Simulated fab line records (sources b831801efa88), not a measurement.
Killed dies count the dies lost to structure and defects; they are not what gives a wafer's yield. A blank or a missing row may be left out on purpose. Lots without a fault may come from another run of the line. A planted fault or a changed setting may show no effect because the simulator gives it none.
The same fault as seen by 2 desks :: flow gf180mcu :: only its own numbers are on each desk; what lay behind them is given at the end

FROM THE METROLOGY DESK
Lot by lot, what the gauges showed, no matter which tool ran the lot: averages of those sampled wafers that carry a number. A lot is out of limits, marked OUT, if its mean lies more than 4 standard deviations from the usual mean; the brackets give that distance.
Columns: A = SALICIDE_TIN_RS at GF_SALICIDE_RS_MEAS_04, usual 16.3 ohm/sq; B = CONTACT_W_RS at GF_CONTACT_RS_MEAS_25, usual 0.383 ohm/sq; C = CONTACT_W_THK at GF_CONTACT_THK_MEAS_26, usual 302 nm; D = M1_ALCU_THK at GF_M1_THK_MEAS_06, usual 441 nm; E = V1_OVL at GF_V1_OVL_MEAS_15, usual 1 nm
lot: L451
first seen here: day 14 22:43
A: 16.0
B: 0.384
C: 303
D: 443
E: 4

lot: L452
first seen here: day 15 13:56
A: 16.2
B: 0.385
C: 303
D: 441
E: 3

lot: L453
first seen here: day 15 17:31
A: 15.9
B: 0.383
C: 300
D: 443
E: -2

lot: L454
first seen here: day 16 03:12
A: 16.6
B: 0.383
C: 306
D: 438
E: -2

lot: L455
first seen here: day 16 17:03
A: 16.7
B: 0.383
C: 305
D: 435
E: 8

lot: L458
first seen here: day 17 13:14
A: 15.9
B: 0.381
C: 303
D: 437
E: -7

lot: L459
first seen here: day 18 03:27
A: 16.2
B: 0.381
C: 305
D: 437
E: 4

lot: L460
first seen here: day 18 03:55
A: 16.5
B: 0.371
C: 312
D: 440
E: 5

lot: L461
first seen here: day 18 16:41
A: 16.1
B: 0.372
C: 313
D: 450
E: 0

lot: L468
first seen here: day 21 23:39
A: 16.0
B: 0.385
C: 300
D: 442
E: 0

lot: L470
first seen here: day 22 05:11
A: 16.7
B: 0.388
C: 295
D: 442
E: 3

lot: L474
first seen here: day 23 15:53
A: 16.1
B: 0.388
C: 299
D: 447
E: -9
This desk's verdict: no lot among the 12 shows anything out of limits.

THE TOOL OWNER'S DESK: cvd w-02
The tool's own readings at GF_CONTACT_CVD_24 (deposits W, target thk 300 nm, time 90.339 s): means of the sampled wafers that have a number, for each lot that ran on this tool. A lot is out of limits, marked OUT, if its mean lies more than 4 standard deviations from the usual mean; the brackets give that distance.
Columns: A = heater power w at GF_CONTACT_CVD_24, usual 919 W
lot: L452
first seen here: day 16 13:58
A: 951

lot: L453
first seen here: day 16 17:32
A: 935

lot: L455
first seen here: day 17 17:19
A: 981

lot: L458
first seen here: day 18 14:43
A: 987

lot: L459
first seen here: day 19 04:58
A: 936

lot: L460
first seen here: day 19 06:22
A: 942

lot: L461
first seen here: day 19 18:47
A: 917

lot: L468
first seen here: day 23 00:10
A: 939

lot: L470
first seen here: day 23 06:28
A: 942

lot: L474
first seen here: day 24 15:37
A: 897
This desk's verdict: no lot among the 10 shows anything out of limits.

TAKEN TOGETHER
From the metrology desk's view, nothing was out of limits.
Nothing out of limits was seen by the tool owner's desk.

WHAT HAD BEEN PUT IN BY THE SIMULATOR
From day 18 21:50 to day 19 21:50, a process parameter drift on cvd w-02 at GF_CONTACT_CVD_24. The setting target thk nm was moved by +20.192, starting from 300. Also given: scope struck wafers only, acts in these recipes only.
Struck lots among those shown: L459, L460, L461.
